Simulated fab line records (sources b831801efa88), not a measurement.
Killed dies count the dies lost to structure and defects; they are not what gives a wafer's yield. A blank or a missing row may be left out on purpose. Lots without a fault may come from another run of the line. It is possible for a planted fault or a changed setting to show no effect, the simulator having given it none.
2 desks, one fault ; flow gf180mcu ; what lay behind the numbers comes last; until then each desk has only its own

== TOOL OWNER'S DESK, pvd-sputter-01 ==
The tool's own readings at GF_V5_SPUTTER_21 (material Ti, target thk 15 nm, time 80.02 s): means of the sampled wafers that have a number, for each lot that ran on this tool. If a lot's mean is further than 4 standard deviations from the usual mean, the lot is out of limits and carries the mark OUT (the distance appears in the brackets).
Columns: A = cathode-dc-power-W at GF_V5_SPUTTER_21, usual 2499.9 W; B = throttle-valve-pct at GF_V5_SPUTTER_21, usual 29.5 %
lot;first seen here;A;B
L488;day 29 18:14;2244.3 (-99 or more) OUT;30.4
L492;day 30 18:33;2244.9 (-99 or more) OUT;29.8
L502;day 33 00:26;2499.5;30.4
This desk's finding: out of limits on L488, L492; first on L488, day 29 18:14 (cathode-dc-power-W at GF_V5_SPUTTER_21). L502: within limits.

== FROM THE METROLOGY DESK ==
Lot by lot, what the gauges showed, no matter which tool ran the lot: averages of those sampled wafers that carry a number. If a lot's mean is further than 4 standard deviations from the usual mean, the lot is out of limits and carries the mark OUT (the distance appears in the brackets).
Columns: A = cd-nm at GF_V5_CD_MEAS_14, usual 259.8 nm; B = V5_OVL at GF_V5_OVL_MEAS_15, usual -5 nm
lot;first seen here;A;B
L488;day 29 17:26;260.2;-5
L492;day 30 17:40;262.2;-5
L496;day 31 15:33;259.3;-9
L502;day 32 23:35;260.9;3
L501;day 33 00:15;258.9;-9
L503;day 33 02:58;260.8;-10
Result from this desk: across the 6 lots, nothing is out of limits.

== BROUGHT TOGETHER ==
On L488, L492, at day 29 18:14, an alarm was possible from the tool owner's desk.
Nothing out of limits was seen by the metrology desk.
The metrology desk holds a record of L488, L492, inside its limits.
Of the lots named, all ran GF_V5_SPUTTER_21 on pvd-sputter-01.

== WHAT THE SIMULATOR HAD INSERTED ==
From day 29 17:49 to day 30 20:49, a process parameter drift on pvd-sputter-01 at GF_V5_SPUTTER_21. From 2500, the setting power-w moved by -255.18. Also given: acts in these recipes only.
Lots struck among those shown: L488, L492.
How many hours passed from the start of the fault until each desk's first out-of-limits reading: the tool owner's desk, 0.
